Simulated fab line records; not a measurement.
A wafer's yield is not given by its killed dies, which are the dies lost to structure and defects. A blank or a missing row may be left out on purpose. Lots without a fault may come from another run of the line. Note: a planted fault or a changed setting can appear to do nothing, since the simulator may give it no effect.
Problem report in the 8D (eight disciplines) form, filled by code ; flow sky130 ; the parts of the form that need people (team, actions taken, sign-off) are left out

== 1. PROBLEM STATEMENT ==
Across 6 wafers from 2 lots, VT_ADJUST_LVTN_2_TW at SKY_VT_ADJUST_LVTN_TW_MEAS_21 averages 171.3, while fault-free wafers read 188.6 with a standard deviation of 0.81. That is -21 standard deviations from the usual mean.
The first sign was on wafer L496.1 at day 10 18:19, on film_metro-03. The record holds 36 wafers of 12 lots with a number at this step. Rule for "out", or "out of limits": more than 4 standard deviations from the usual mean. The rest of the wafers with a number are treated as sound.

== 2. WHAT IT IS; WHAT IT IS NOT ==
question;is;is not
which readings at this step;VT_ADJUST_LVTN_2_TW;-
which lots;L496, L499;L487, L489, L490, L491, L495, L497, L502, L504, L505, L508
which wafers of those lots;all that have a number;-
read on which gauges;film_metro-02, film_metro-03;film_metro-01
when;from day 10 18:19;"up to then (15 sound wafers); but 15 sound wafers of L497, L502, L504, L505, L508 came after"

== 3. WHAT RULES OUT EACH SUSPECT ==
Counting: any tool at a process step up to the reading is kept as a suspect provided that every lot that is out went through it and no sound lot did after the first of them.
- the gauge at SKY_VT_ADJUST_LVTN_TW_MEAS_21: ruled out. Those wafers that are out were read across 2 gauges (film_metro-02, film_metro-03).
- implanter-04 at SKY_VT_ADJUST_LVTN_IMPLANT_19: kept. Every lot that is out went through it, starting with L496 (day 10 18:04), and after that it ran no sound lot; the last sound lot it ran before then is L490 (day 8 16:27). Its own dose_ions_cm2, faraday_current_uA readings are out on those wafers.
Left after counting: implanter-04 at SKY_VT_ADJUST_LVTN_IMPLANT_19.

== 4. THE CAUSE (what the simulator had put in) ==
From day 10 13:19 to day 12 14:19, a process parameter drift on implanter-04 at SKY_VT_ADJUST_LVTN_IMPLANT_19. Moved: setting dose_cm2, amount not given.
The count eliminated every tool but this one.

== 5. THE EFFECT CHAIN, in route order ==
Each row: a reading where the mean over the struck wafers with a number is more than 3 standard deviations away from the usual. Only readings for which the record gives a usual standard deviation are gone through. hours: the time from each lot's start at the first step in this table that gives one to its start at this step, as a median over the lots. sigmas: the change in usual standard deviations.
hours;step;reading;usual;on struck wafers;change;sigmas
0;SKY_VT_ADJUST_LVTN_IMPLANT_19;dose_ions_cm2;6.5e+11;4.6e+11;-1.9e+11;-99 or more
0;SKY_VT_ADJUST_LVTN_IMPLANT_19;faraday_current_uA;3.66;2.57;-1.09;-14
0;SKY_VT_ADJUST_LVTN_TW_MEAS_21;VT_ADJUST_LVTN_2_TW;188.6;171.3;-17.3;-21
The process steps in it:
- SKY_VT_ADJUST_LVTN_IMPLANT_19
Later steps that measure or inspect, where all struck wafers having a row at the step show a number for every such reading and not one has moved that far: SKY_VT_ADJUST_NCORE_CD_MEAS_07.

== 6. WHAT WOULD HAVE CAUGHT IT SOONER ==
5 hours passed between the start of the fault at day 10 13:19 and the first reading out of limits at a measuring or inspecting step in this record, taken at day 10 18:19.
The tool's own readings at SKY_VT_ADJUST_LVTN_IMPLANT_19 were out on every struck wafer that the step has a row for (dose_ions_cm2, faraday_current_uA): an alarm limit on them would have fired on the first of those.
L499, from the lots that are out (2), started SKY_VT_ADJUST_LVTN_IMPLANT_19 on implanter-04 later than day 10 18:19. Holding the tool at that time would have saved it.
